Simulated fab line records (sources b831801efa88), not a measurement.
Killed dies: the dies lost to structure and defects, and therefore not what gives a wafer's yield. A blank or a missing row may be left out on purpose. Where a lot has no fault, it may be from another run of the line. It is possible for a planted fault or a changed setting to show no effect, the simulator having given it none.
Split-lot study || flow gf180mcu || 5 lots, 23 wafers read, on a route of 602 steps

SPLIT DETAILS
At GF_POLY_GATE_ETCH_13 (etches poly-Si in HBr/Cl2, stops on SiO2, target depth 198.5 nm, time 69.6 s), the setting time s was moved away from the recipe's 69.6 s on 5 of the 23 wafers read, by -12.1% to +4.8%. This setting was run at the recipe's value on the other wafers.

The reading comes from the split's own step.

THE READING
POLY_GATE.feature depth nm (the simulator's own value, which no gauge read), in nm, at GF_POLY_GATE_ETCH_13 (etches poly-Si in HBr/Cl2, stops on SiO2, target depth 198.5 nm, time 69.6 s). No usual value for it is given in the file. Average 197.1 nm, standard deviation 1.7 nm, over the 18 wafers here run with the recipe.

{"wafer": "L074.1", "tool, chamber at the split": "rie si-01, 1", "time s as run, s": 69.6, "against the recipe": "recipe", "POLY_GATE.feature depth nm, nm": 195.1, "against lot-mates on the recipe": "-"}
{"wafer": "L074.2", "tool, chamber at the split": "rie si-01, 2", "time s as run, s": 69.6, "against the recipe": "recipe", "POLY_GATE.feature depth nm, nm": 198.1, "against lot-mates on the recipe": "-"}
{"wafer": "L074.6", "tool, chamber at the split": "rie si-01, 1", "time s as run, s": 69.6, "against the recipe": "recipe", "POLY_GATE.feature depth nm, nm": 195.8, "against lot-mates on the recipe": "-"}
{"wafer": "L076.1", "tool, chamber at the split": "rie si-01, 0", "time s as run, s": 72.91, "against the recipe": "+4.8%", "POLY_GATE.feature depth nm, nm": 199, "against lot-mates on the recipe": "+0.4"}
{"wafer": "L076.2", "tool, chamber at the split": "rie si-01, 1", "time s as run, s": 69.6, "against the recipe": "recipe", "POLY_GATE.feature depth nm, nm": 198.5, "against lot-mates on the recipe": "-"}
{"wafer": "L076.4", "tool, chamber at the split": "rie si-01, 3", "time s as run, s": 69.6, "against the recipe": "recipe", "POLY_GATE.feature depth nm, nm": 198.6, "against lot-mates on the recipe": "-"}
{"wafer": "L076.5", "tool, chamber at the split": "rie si-01, 1", "time s as run, s": 72.91, "against the recipe": "+4.8%", "POLY_GATE.feature depth nm, nm": 199.7, "against lot-mates on the recipe": "+1.1"}
{"wafer": "L076.6", "tool, chamber at the split": "rie si-01, 2", "time s as run, s": 72.91, "against the recipe": "+4.8%", "POLY_GATE.feature depth nm, nm": 198.4, "against lot-mates on the recipe": -0.2}
{"wafer": "L077.1", "tool, chamber at the split": "rie si-02, 0", "time s as run, s": 69.6, "against the recipe": "recipe", "POLY_GATE.feature depth nm, nm": 195.9, "against lot-mates on the recipe": "-"}
{"wafer": "L077.2", "tool, chamber at the split": "rie si-02, 1", "time s as run, s": 69.6, "against the recipe": "recipe", "POLY_GATE.feature depth nm, nm": 198.6, "against lot-mates on the recipe": "-"}
{"wafer": "L077.3", "tool, chamber at the split": "rie si-02, 3", "time s as run, s": 69.6, "against the recipe": "recipe", "POLY_GATE.feature depth nm, nm": 198.5, "against lot-mates on the recipe": "-"}
{"wafer": "L077.5", "tool, chamber at the split": "rie si-02, 1", "time s as run, s": 69.6, "against the recipe": "recipe", "POLY_GATE.feature depth nm, nm": 198.9, "against lot-mates on the recipe": "-"}
{"wafer": "L077.6", "tool, chamber at the split": "rie si-02, 0", "time s as run, s": 69.6, "against the recipe": "recipe", "POLY_GATE.feature depth nm, nm": 195.8, "against lot-mates on the recipe": "-"}
{"wafer": "L079.1", "tool, chamber at the split": "rie si-02, 2", "time s as run, s": 69.6, "against the recipe": "recipe", "POLY_GATE.feature depth nm, nm": 192.9, "against lot-mates on the recipe": "-"}
{"wafer": "L079.2", "tool, chamber at the split": "rie si-02, 1", "time s as run, s": 69.6, "against the recipe": "recipe", "POLY_GATE.feature depth nm, nm": 198.8, "against lot-mates on the recipe": "-"}
{"wafer": "L079.3", "tool, chamber at the split": "rie si-02, 3", "time s as run, s": 69.6, "against the recipe": "recipe", "POLY_GATE.feature depth nm, nm": 198, "against lot-mates on the recipe": "-"}
{"wafer": "L079.4", "tool, chamber at the split": "rie si-02, 0", "time s as run, s": 69.6, "against the recipe": "recipe", "POLY_GATE.feature depth nm, nm": 194.6, "against lot-mates on the recipe": "-"}
{"wafer": "L079.5", "tool, chamber at the split": "rie si-02, 3", "time s as run, s": 69.6, "against the recipe": "recipe", "POLY_GATE.feature depth nm, nm": 196.6, "against lot-mates on the recipe": "-"}
{"wafer": "L080.1", "tool, chamber at the split": "rie si-02, 3", "time s as run, s": 69.6, "against the recipe": "recipe", "POLY_GATE.feature depth nm, nm": 197.4, "against lot-mates on the recipe": "-"}
{"wafer": "L080.2", "tool, chamber at the split": "rie si-02, 0", "time s as run, s": 69.6, "against the recipe": "recipe", "POLY_GATE.feature depth nm, nm": 195.9, "against lot-mates on the recipe": "-"}
{"wafer": "L080.4", "tool, chamber at the split": "rie si-02, 2", "time s as run, s": 61.18, "against the recipe": "-12.1%", "POLY_GATE.feature depth nm, nm": 171.9, "against lot-mates on the recipe": -25.5}
{"wafer": "L080.5", "tool, chamber at the split": "rie si-02, 1", "time s as run, s": 69.6, "against the recipe": "recipe", "POLY_GATE.feature depth nm, nm": 198.9, "against lot-mates on the recipe": "-"}
{"wafer": "L080.6", "tool, chamber at the split": "rie si-02, 0", "time s as run, s": 61.18, "against the recipe": "-12.1%", "POLY_GATE.feature depth nm, nm": 173.8, "against lot-mates on the recipe": -23.6}

THE FIT
A straight line over all 23 wafers: POLY_GATE.feature depth nm changes by +1.67 nm for each +1% of time s; r = +0.93; the points scatter about the line by 2.8 nm.
The same after taking each lot's own level away (the mean of its wafers on the recipe; 23 wafers): +1.63 nm for each +1%; r = +0.91; scatter 3.1 nm.
The reading moves by 20 nm for the largest change in time s, on that fit.
Measured against the standard deviation above, the lots' own levels, which go from 196.18 to 198.55 nm, span 1.4 times it.
Hence the lot-to-lot level has little effect on the slope; both slopes agree.
Check: with one of the wafers moved furthest among these (-12.1%) left out of the fit, the line predicts -17.8 nm for it against its lot-mates. Against them it came out at -25.5 nm.

THESE WAFERS: OTHER SPLITS
Other splits were also applied to these wafers ahead of the reading. Each is held against what the fit with the lots' levels taken away leaves over:
{"other split on the same wafers": "GF_STI_ETCH_13 source w", "wafers away from the commonest value": 11, "r with POLY_GATE.feature depth nm (lot level and that fit taken away)": "+0.20"}
{"other split on the same wafers": "GF_STI_CVD_23 sih4 flow sccm", "wafers away from the commonest value": 6, "r with POLY_GATE.feature depth nm (lot level and that fit taken away)": "+0.40"}
{"other split on the same wafers": "GF_NWELL_SOFTBAKE_03 temp c", "wafers away from the commonest value": 9, "r with POLY_GATE.feature depth nm (lot level and that fit taken away)": "+0.22"}
{"other split on the same wafers": "GF_MVPSD_COAT_02 spin rpm", "wafers away from the commonest value": 8, "r with POLY_GATE.feature depth nm (lot level and that fit taken away)": "+0.31"}
{"other split on the same wafers": "GF_VT_IMPLANT_IMPLANT_08 energy kev", "wafers away from the commonest value": 8, "r with POLY_GATE.feature depth nm (lot level and that fit taken away)": -0.21}
{"other split on the same wafers": "GF_DUAL_GATE_COAT_06 resist thk nm", "wafers away from the commonest value": 6, "r with POLY_GATE.feature depth nm (lot level and that fit taken away)": "+0.17"}
{"other split on the same wafers": "GF_DUAL_GATE_DEVELOP_10 dev temp c", "wafers away from the commonest value": 11, "r with POLY_GATE.feature depth nm (lot level and that fit taken away)": "+0.21"}

FILE'S OWN FIT
POLY_GATE.feature depth nm changes by +1.77 nm for each +1% of time s, r = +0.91.
